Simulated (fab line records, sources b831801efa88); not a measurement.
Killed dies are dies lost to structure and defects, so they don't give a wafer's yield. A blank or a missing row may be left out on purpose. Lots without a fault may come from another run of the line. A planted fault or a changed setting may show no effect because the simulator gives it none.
fab line records | flow sfq_line
record lots=13 wafers=39 last_day=75
route steps=325 shown I1@86 I2@106 I3@135
lots that met no fault: from a run of the same line without faults
start_h: hours from the record's first day to the start of the lot's first wafer shown | wait_h: hours since the lot's step before | " the same as in the row above | L1.1+2: a row that stands for several wafers | - no value, or no start given | * or withheld: withheld | < > ~ a bound
route shown NAME@n: a module of which the file shows steps, and the number in the route of the first | usual: mean/standard deviation of fault-free wafers | same: alike in all rows | chamber/n: place in a boat | sites: the reading at each site | _std_site: their standard deviation | _edge_site: outer sites' mean less inner sites' | radius_mm: how far each site lies from the wafer's centre | mask NAME#n: copy n | behind: the tool/chamber that last shaped the wafer | hold: why the lot was held/for how many hours/how that ended | device: the transistor (n, p or np) that didn't switch | end of line: the same wafers' tests at the end of the route | a step without rows: its recipe alone | killed: dies lost to structure and defects at the first sort, not the wafer's yield | map: a wafer's dies, x killed, . not, _ none there
set.NAME: the setting as run; set.NAME@STEP: as run at that earlier step | model.NAME: the simulator's own value behind a step, which no gauge read
steps of the route over a sample of lots; a table a step, a row a wafer
services: from which hour (start_h, from the record's first day; less than 0 if before it) a tool's chamber was out of use, for how many hours, and why
## steps
# step SFQ_TRILAYER_I1_VIA_STRIP_STRIP_053
# recipe gas=O2 power_w=200 platen_temp_c=40 overash_fraction=0.65 chemistry=O2 pressure_mtorr=50
# usual drypump_motor_current_A=5.87/0.19 oes_product_au=0.997/0.0077 platen_temp_c=40.01/0.1
# columns lot.wafer tool chamber start_h wait_h drypump_motor_current_A oes_product_au platen_temp_c rf_hours_counter_h
L768.4 rie_metal-02 0 391.75 - 5.62 0.989 40.02 -
L768.5 " 1 " " 6.20 0.998 39.93 -
L768.6 " 0 " " 5.62 0.985 39.94 -
L769.1 rie_metal-01 1 407.05 - 5.87 1.001 39.93 54
L769.2 " 0 " " 5.77 1.000 39.93 86
L769.3 " 1 " " 5.87 0.997 40.00 -
L770.1 rie_metal-01 0 409.45 - 5.76 0.998 40.12 87
L770.3 " 1 " " 5.85 0.994 40.03 -
L770.6 " 1 " " 5.87 0.996 39.96 -
L772.2 rie_metal-02 1 424.60 - 6.23 0.997 40.05 19
L772.4 " 0 " " 5.63 1.015 39.84 -
L772.5 " 0 " " 5.63 0.994 40.11 -
L773.2 rie_metal-01 1 435.60 - 5.84 0.995 39.87 -
L773.3 " 1 " " 5.84 0.990 39.89 -
L773.5 " 1 " " 5.86 0.997 39.95 -
L775.1 rie_metal-01 0 443.80 - 5.76 1.007 40.17 91
L775.2 " 1 " " 5.84 0.988 39.83 61
L775.3 " 1 " " 5.83 1.001 39.90 -
L777.1 rie_metal-02 1 479.80 - 6.24 0.990 39.90 26
L777.5 " 0 " " 5.63 1.005 39.97 -
L777.6 " 1 " " 6.22 1.002 39.95 -
L778.1 rie_metal-01 1 490.60 - 5.85 0.982 40.01 70
L778.4 " 0 " " 5.77 1.005 39.95 -
L778.5 " 0 " " 5.77 1.010 40.15 -
L780.2 rie_metal-02 0 512.20 - 5.60 0.986 40.04 59
L780.4 " 0 " " 5.62 0.988 40.01 -
L780.6 " 1 " " 6.22 0.997 40.00 -
L782.1 rie_metal-02 0 531.35 - 5.63 1.011 40.11 61
L782.4 " 1 " " 6.26 0.996 40.10 -
L782.6 " 0 " " 5.64 1.001 40.26 -
L784.1 rie_metal-02 1 542.53 - 6.28 0.993 39.87 36
L784.3 " 1 " " 6.24 1.006 39.94 -
L784.5 " 0 " " 5.62 1.008 40.08 -
L787.1 rie_metal-01 1 571.13 - 5.83 0.999 40.27 84
L787.3 " 0 " " 5.78 0.993 39.98 -
L787.6 " 1 " " 5.85 0.996 40.20 -
L790.1 rie_metal-03 1 612.22 - 5.97 1.001 40.14 13
L790.2 " 0 " " 5.87 1.002 39.98 157
L790.3 " 1 " " 5.96 0.994 39.83 -
# step SFQ_TRILAYER_I2_METRO_MEASURE_065
# usual thk_nm=200.2/0.88
# columns lot.wafer tool chamber start_h wait_h thk_nm
L768.4 film_metro-03 - 492.22 0.6 198.8
L768.5 " - " " 200.0
L768.6 " - " " 200.2
L769.1 film_metro-02 - 504.82 0.1 202.5
L769.2 " - " " 200.6
L769.3 " - " " 201.6
L770.1 film_metro-04 - 510.14 0.1 198.7
L770.3 " - " " 200.5
L770.6 " - " " 200.7
L772.2 film_metro-04 - 526.80 0.3 201.0
L772.4 " - " " 200.3
L772.5 " - " " 200.4
L773.2 film_metro-02 - 540.63 0.3 199.9
L773.3 " - " " 199.5
L773.5 " - " " 200.8
L775.1 film_metro-03 - 552.66 0.1 200.9
L775.2 " - " " 198.1
L775.3 " - " " 201.1
L777.1 film_metro-04 - 599.60 0.1 200.0
L777.5 " - " " 200.1
L777.6 " - " " 199.7
L778.1 film_metro-04 - 611.60 0.1 200.9
L778.4 " - " " 200.4
L778.5 " - " " 201.6
L780.2 film_metro-02 - 639.26 0.3 200.9
L780.4 " - " " 200.0
L780.6 " - " " 200.5
L782.1 film_metro-04 - 651.06 0.1 199.1
L782.4 " - " " 199.6
L782.6 " - " " 199.8
L784.1 film_metro-02 - 669.44 0.1 200.1
L784.3 " - " " 201.0
L784.5 " - " " 201.0
L787.1 film_metro-03 - 697.45 0.1 200.1
L787.3 " - " " 200.2
L787.6 " - " " 200.2
L790.1 film_metro-04 - 744.31 0.1 199.8
L790.2 " - " " 198.5
L790.3 " - " " 199.0
# step SFQ_TRILAYER_I2_VIA_BARC_OPEN_VIA_ETCH_096
# recipe mask_material=PR chemistry=O2 target_depth_nm=125 target=BARC source_w=500 bias_w=80 pressure_mtorr=30 time_s=41.7
# usual bias_w=79.98/0.26 drypump_motor_current_A=5.5/0.39 oes_product_au=0.685/0.005 rf_fwd_power_W=494.6/2.1
# columns lot.wafer tool chamber start_h wait_h bias_w drypump_motor_current_A oes_product_au rf_fwd_power_W rf_hours_counter_h
L768.4 rie_diel-02 0 601.83 0.0 79.56 5.8 0.691 495.6 63
L768.5 " 0 " " 79.66 5.7 0.689 494.6 -
L768.6 " 3 " " 80.15 6.0 0.685 488.6 -
L769.1 rie_diel-04 3 613.83 0.0 80.09 4.9 0.687 495.8 2
L769.2 " 0 " " 80.40 5.0 0.684 491.2 7
L769.3 " 1 " " 80.25 5.8 0.676 495.4 79
L770.1 rie_diel-04 2 619.83 0.0 80.07 5.3 0.679 497.4 25
L770.3 " 0 " " 79.43 4.9 0.680 495.2 7
L770.6 " 3 " " 80.28 4.9 0.688 498.8 -
L772.2 rie_diel-04 0 633.03 0.0 79.97 4.9 0.684 493.6 8
L772.4 " 0 " " 80.01 5.0 0.680 492.3 -
L772.5 " 2 " " 79.97 5.3 0.683 494.9 -
L773.2 rie_diel-03 1 647.43 0.0 79.77 5.5 0.694 495.0 14
L773.3 " 2 " " 80.23 5.5 0.691 494.2 -
L773.5 " 2 " " 79.81 5.5 0.682 493.5 -
L775.1 rie_diel-03 3 657.03 0.0 80.24 6.1 0.687 495.7 60
L775.2 " 1 " " 79.58 5.4 0.683 497.7 15
L775.3 " 2 " " 79.87 5.5 0.688 493.4 6
L777.1 rie_diel-04 0 709.37 0.0 79.56 4.9 0.686 496.5 10
L777.5 " 1 " " 79.76 5.8 0.683 496.8 -
L777.6 " 2 " " 79.70 5.3 0.686 496.5 -
L778.1 rie_diel-03 2 718.97 0.0 80.00 5.5 0.689 494.5 7
L778.4 " 0 " " 80.33 6.0 0.696 495.2 -
L778.5 " 2 " " 79.80 5.5 0.686 495.3 -
L780.2 rie_diel-02 2 745.17 0.0 80.14 6.0 0.681 494.0 6
L780.4 " 1 " " 80.35 5.2 0.685 494.9 11
L780.6 " 1 " " 80.22 5.1 0.689 493.6 -
L782.1 rie_diel-02 0 760.42 0.0 80.04 5.7 0.689 495.6 1
L782.4 " 1 " " 80.21 5.2 0.684 493.8 11
L782.6 " 2 " " 80.10 6.0 0.684 493.2 -
L784.1 rie_diel-02 1 780.82 0.0 79.64 5.2 0.679 493.4 12
L784.3 " 3 " " 88.40 6.0 0.690 491.2 11
L784.5 " 1 " " 79.78 5.2 0.692 492.3 -
L787.1 rie_diel-04 0 809.62 0.0 80.20 5.0 0.688 493.2 12
L787.3 " 3 " " 79.71 4.9 0.682 496.8 3
L787.6 " 0 " " 80.57 5.0 0.681 493.7 -
L790.1 rie_diel-04 1 846.82 0.0 79.87 5.8 0.686 495.6 5
L790.2 " 3 " " 80.41 4.9 0.684 496.5 4
L790.3 " 2 " " 79.41 5.4 0.693 494.8 31
# step SFQ_I3_BOW_MEAS_922
# recipe mode=bow
# usual I3_BOW=2/8.5
# columns lot.wafer tool chamber start_h wait_h I3_BOW[um]
L768.4 film_metro-01 - 687.00 2.6 -14
L768.5 " - " " -13
L768.6 " - " " -22
L769.1 film_metro-01 - 703.33 2.0 -5
L769.2 " - " " -3
L769.3 " - " " -7
L770.1 film_metro-01 - 709.33 1.0 -4
L770.3 " - " " -10
L770.6 " - " " -9
L772.2 film_metro-04 - 718.35 2.5 19
L772.4 " - " " 14
L772.5 " - " " 6
L773.2 film_metro-04 - 727.35 2.5 -9
L773.3 " - " " 0
L773.5 " - " " -2
L775.1 film_metro-04 - 733.33 1.0 14
L775.2 " - " " 9
L775.3 " - " " 8
L777.1 film_metro-03 - 790.33 2.0 1
L777.5 " - " " 7
L777.6 " - " " 17
L778.1 film_metro-03 - 799.33 1.0 12
L778.4 " - " " 5
L778.5 " - " " -4
L780.2 film_metro-01 - 826.70 1.0 -1
L780.4 " - " " 4
L780.6 " - " " 14
L782.1 film_metro-04 - 835.68 1.0 -4
L782.4 " - " " -11
L782.6 " - " " -16
L784.1 film_metro-04 - 862.33 1.0 2
L784.3 " - " " 2
L784.5 " - " " 0
L787.1 film_metro-01 - 892.33 1.5 13
L787.3 " - " " 5
L787.6 " - " " 1
L790.1 film_metro-03 - 926.64 1.5 12
L790.2 " - " " 17
L790.3 " - " " 9
## services
# columns tool chamber start_h hours kind
rie_diel-04 3 370.50 132.0 repair
rie_metal-02 0 408.42 13.4 repair
rie_diel-04 0 429.14 8.5 repair
rie_metal-01 0 433.15 4.7 repair
rie_metal-01 - 440.11 0.6 repair
film_metro-04 - 441.65 1.0 pm
rie_metal-01 - 447.64 0.7 repair
rie_metal-02 - 449.23 14.6 pm
rie_diel-04 1 480.14 13.5 repair
rie_diel-04 - 500.39 1.0 repair
film_metro-04 - 506.81 1.3 pm
rie_diel-04 2 544.58 2.9 repair
film_metro-04 - 554.80 0.9 pm
rie_metal-01 - 621.76 5.8 repair
rie_diel-04 3 622.18 107.6 repair
film_metro-04 - 635.05 6.7 pm
rie_diel-04 - 653.88 0.6 repair
film_metro-04 - 685.57 0.4 pm
rie_diel-04 0 692.51 5.2 repair
film_metro-04 - 751.81 0.7 pm
rie_metal-01 - 768.60 1.4 pm
rie_diel-04 0 772.96 9.5 repair
film_metro-04 - 800.81 0.6 pm
rie_diel-04 2 803.85 3.6 repair
## key
first_sign step=SFQ_TRILAYER_I2_VIA_BARC_OPEN_VIA_ETCH_096 reading=bias_w direction=up sigmas=32 usual=79.98 struck=88.40
effect none on later readings
met_at SFQ_TRILAYER_I2_VIA_BARC_OPEN_VIA_ETCH_096
struck_lots L784
struck_wafers L784.3
not_acting_at SFQ_TRILAYER_I1_VIA_STRIP_STRIP_053,SFQ_TRILAYER_I2_METRO_MEASURE_065,SFQ_I3_BOW_MEAS_922
onset_between 601.83 780.82
fault kind=process_parameter_drift tool=rie_diel-02 chamber=3 onset_h=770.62 steps=SFQ_TRILAYER_I2_VIA_BARC_OPEN_VIA_ETCH_096 channel=bias_w offset=8.6289 shape=step end_h=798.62 acts_in=these_recipes_only stated=80
